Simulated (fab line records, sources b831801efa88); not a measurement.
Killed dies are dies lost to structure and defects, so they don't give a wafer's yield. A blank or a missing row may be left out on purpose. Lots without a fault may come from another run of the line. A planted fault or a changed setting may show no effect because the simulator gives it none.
Which tool did it? | flow sfq_line | 14 lots, 40 wafers sampled, at 2 steps of a route of 325

WHAT THE GAUGES READ, wafer by wafer
The record holds no reading of a measuring or inspecting step that can be judged against a usual standard deviation.

WHICH TOOL RAN EACH LOT (tool, then ch and the chambers of the sampled wafers, then the start)
lot  | SFQ_TRILAYER_I6_DEP_PECVD_165   | SFQ_TRILAYER_I6_CMP_CMP_166
L667 | pecvd-02 ch 1,2, day 69 21:24   | cmp-02 ch 0,2, day 69 22:03
L668 | pecvd-02 ch 0,2, day 70 00:33   | cmp-01 ch 1,2, day 70 02:30
L669 | pecvd-04 ch 0,1,2, day 70 04:31 | cmp-02 ch 0,1,3, day 70 07:33
L672 | pecvd-04 ch 0,1,2, day 71 16:13 | cmp-02 ch 1,2,3, day 71 17:45
L673 | pecvd-02 ch 0,1,2, day 72 01:03 | cmp-02 ch 2,3, day 72 02:42
L674 | pecvd-04 ch 0,1,2, day 74 07:23 | cmp-01 ch 1,2,3, day 74 07:58
L675 | pecvd-02 ch 0,2, day 74 16:03   | cmp-01 ch 0,1,2, day 74 17:08
L676 | pecvd-02 ch 0,1,2, day 75 00:27 | cmp-01 ch 0,1,2, day 75 00:32
L677 | pecvd-03 ch 0,1, day 79 04:44   | cmp-01 ch 0,1,3, day 79 05:21
L678 | pecvd-04 ch 0,1,2, day 79 07:08 | cmp-02 ch 1,2,3, day 79 07:43
L679 | pecvd-03 ch 0,1,2, day 82 14:03 | cmp-01 ch 0,2, day 82 14:37
L682 | pecvd-03 ch 2, day 83 14:13     | cmp-01 ch 2,3, day 83 14:47
L684 | pecvd-03 ch 0,1, day 83 21:25   | cmp-01 ch 1,3, day 83 23:17
L688 | pecvd-04 ch 0,1,2, day 84 08:38 | cmp-02 ch 0,1,3, day 84 14:59
- SFQ_TRILAYER_I6_DEP_PECVD_165: deposits SiO2 from SiH4/N2O, time 111.11 s, target thk 500 nm.
- SFQ_TRILAYER_I6_CMP_CMP_166: polishes SiO2.

WHAT THE TOOLS THEMSELVES READ (means of the sampled wafers that have a number; where no wafer has one, the mark that the record gives instead)
SFQ_TRILAYER_I6_DEP_PECVD_165. Usual: heater_power_w 93 W, standard deviation 14; run_length_s 138.7 s, standard deviation 0.66; throttle_valve_pct 25.6 %, standard deviation 1.8.
lot  | tool     | heater_power_w (W) | run_length_s (s) | throttle_valve_pct (%) | flag
L667 | pecvd-02 | 110                | 138.6            | 28.3                   |
L668 | pecvd-02 | 92                 | 139.0            | 26.5                   |
L669 | pecvd-04 | 97                 | 139.0            | 24.4                   |
L672 | pecvd-04 | 99                 | 138.9            | 24.6                   |
L673 | pecvd-02 | 94                 | 138.7            | 26.7                   |
L674 | pecvd-04 | 94                 | 138.8            | 24.7                   |
L675 | pecvd-02 | 96                 | 138.6            | 28.1                   |
L676 | pecvd-02 | 100                | 138.8            | 26.6                   |
L677 | pecvd-03 | 91                 | 138.2            | 25.4                   |
L678 | pecvd-04 | 99                 | 138.8            | 25.0                   |
L679 | pecvd-03 | 88                 | 138.7            | 25.4                   |
L682 | pecvd-03 | 72                 | 126.4            | 23.6                   | OFF
L684 | pecvd-03 | 91                 | 125.8            | 26.1                   | OFF
L688 | pecvd-04 | 95                 | 138.9            | 25.1                   |

SFQ_TRILAYER_I6_CMP_CMP_166. Usual: motor_current_A 10.2 A, standard deviation 0.74; retaining_ring_pressure_frac 1.000, standard deviation 0.0058; slurry_filter_dp_kPa 13.48 kPa, standard deviation 0.14; time_to_endpoint_s 221 s, standard deviation 8.5.
lot  | tool   | motor_current_A (A) | retaining_ring_pressure_frac | slurry_filter_dp_kPa (kPa) | time_to_endpoint_s (s) | flag
L667 | cmp-02 | 9.5                 | 1.001                        | 13.53                      | 229                    |
L668 | cmp-01 | 9.8                 | 1.000                        | 13.52                      | 217                    |
L669 | cmp-02 | 9.6                 | 1.004                        | 13.51                      | 215                    |
L672 | cmp-02 | 11.2                | 0.999                        | 13.47                      | 223                    |
L673 | cmp-02 | 11.1                | 0.997                        | 13.56                      | 218                    |
L674 | cmp-01 | 10.0                | 1.003                        | 13.45                      | 215                    |
L675 | cmp-01 | 10.2                | 1.005                        | 13.55                      | 227                    |
L676 | cmp-01 | 10.1                | 0.999                        | 13.49                      | 219                    |
L677 | cmp-01 | 10.2                | 0.998                        | 13.65                      | 211                    |
L678 | cmp-02 | 10.9                | 1.001                        | 13.46                      | 217                    |
L679 | cmp-01 | 9.9                 | 0.998                        | 13.39                      | 217                    |
L682 | cmp-01 | 10.2                | 1.003                        | 13.47                      | 188                    | OFF
L684 | cmp-01 | 10.1                | 0.998                        | 13.46                      | 186                    | OFF
L688 | cmp-02 | 9.9                 | 0.999                        | 13.40                      | 218                    |

THE ANSWER, worked out from the rows above alone
Rule: a lot is off if the mean of its wafers that have a number lies more than 3 standard deviations from the usual mean. A lot without any number at a reading at which 4 lots or more have one is off too. The other lots that the step has rows for count as sound. The gauges are gone through in route order, then the tools' own readings, and for those a lot's mean is taken as printed above. The first step at which some lot is off is used, and at that step the reading that is off furthest; a lot without a number counts as furthest.
Off: L682, L684, at SFQ_TRILAYER_I6_DEP_PECVD_165 (run_length_s).
A tool fits if, at that step or a process step before it, it ran every lot that is off, and no sound lot after the first of them. One fits: pecvd-03 at SFQ_TRILAYER_I6_DEP_PECVD_165. Its last sound lot is L679 (day 82 14:03), its first lot that is off L682 (day 83 14:13): a fault that began between those two fits.
The tool's own readings at SFQ_TRILAYER_I6_DEP_PECVD_165 bear it out: on the lots that are off they differ by more than 5 times the standard deviation of the sound lots' means. run_length_s reads 126.1 s there against 138.8 s on the sound lots.

WHAT THE SIMULATOR HAD PUT IN
Process parameter drift: pecvd-03, from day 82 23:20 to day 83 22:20, at SFQ_TRILAYER_I6_DEP_PECVD_165. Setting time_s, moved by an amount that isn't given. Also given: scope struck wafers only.
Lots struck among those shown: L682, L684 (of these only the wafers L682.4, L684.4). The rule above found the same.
